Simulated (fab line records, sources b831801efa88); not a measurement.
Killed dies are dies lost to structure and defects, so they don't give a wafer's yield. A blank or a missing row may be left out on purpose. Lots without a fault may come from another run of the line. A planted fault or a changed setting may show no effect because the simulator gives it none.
One fault seen from 2 desks | flow sky130 | each desk has only its own numbers; what lay behind them comes last

THE METROLOGY DESK
What the gauges read, lot by lot, whatever tool the lot ran on: means of the sampled wafers that have a number. A lot is out of limits, marked OUT, if its mean lies more than 4 standard deviations from the usual mean; the brackets give that distance.
Columns: A = cd_nm at SKY_POLY_GATE_CD_MEAS_13, usual 149.5 nm; B = POLY_GATE_OVL at SKY_POLY_GATE_OVL_MEAS_14, usual 3 nm
lot  | first seen here | A     | B
L438 | day 16 14:38    | 149.0 | 5
L439 | day 17 00:58    | 150.1 | -6
L450 | day 21 06:01    | 150.8 | 1
L451 | day 21 20:49    | 148.4 | -5
L456 | day 23 10:29    | 149.8 | -0
L459 | day 24 15:10    | 147.9 | -1
This desk's finding: nothing out of limits on any of the 6 lots.

THE TOOL OWNER'S DESK: rie_si-02
The tool's own readings at SKY_POLY_GATE_ETCH_17 (etches poly-Si in HBr/Cl2, stops on SiO2, target depth 180 nm, time 70.5 s): means of the sampled wafers that have a number, for each lot that ran on this tool. A lot is out of limits, marked OUT, if its mean lies more than 4 standard deviations from the usual mean; the brackets give that distance.
Columns: A = HBr_flow_sccm at SKY_POLY_GATE_ETCH_17, usual 150.0 sccm; B = chamber_pressure_mTorr at SKY_POLY_GATE_ETCH_17, usual 10.001 mTorr; C = drypump_motor_current_A at SKY_POLY_GATE_ETCH_17, usual 5.7 A; D = oes_product_au at SKY_POLY_GATE_ETCH_17, usual 0.985 a.u.; E = run_length_s at SKY_POLY_GATE_ETCH_17, usual 98.8 s; F = throttle_valve_pct at SKY_POLY_GATE_ETCH_17, usual 33.684 %
lot  | first seen here | A     | B      | C   | D     | E               | F
L439 | day 17 01:17    | 150.3 | 10.003 | 5.4 | 0.981 | 99.0            | 33.692
L450 | day 21 06:20    | 149.5 | 9.995  | 5.2 | 1.008 | 93.5 (-9.0) OUT | 33.680
L451 | day 21 21:10    | 150.2 | 9.997  | 5.9 | 0.996 | 93.1 (-9.7) OUT | 33.682
This desk's finding: out of limits on L450, L451; first on L450, day 21 06:20 (run_length_s at SKY_POLY_GATE_ETCH_17). In limits: L439.

PUT TOGETHER
The tool owner's desk could have raised an alarm at day 21 06:20, on L450, L451.
The metrology desk saw nothing out of limits.
The metrology desk has L450, L451 on record, within its limits.
Of the lots named, all ran SKY_POLY_GATE_ETCH_17 on rie_si-02.

WHAT THE SIMULATOR HAD PUT IN
Process parameter drift: rie_si-02, from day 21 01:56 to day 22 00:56, at SKY_POLY_GATE_ETCH_17. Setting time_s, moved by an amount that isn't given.
Lots struck among those shown: L450, L451.
Hours from the fault's start to each desk's first reading out of limits: the tool owner's desk, 4.
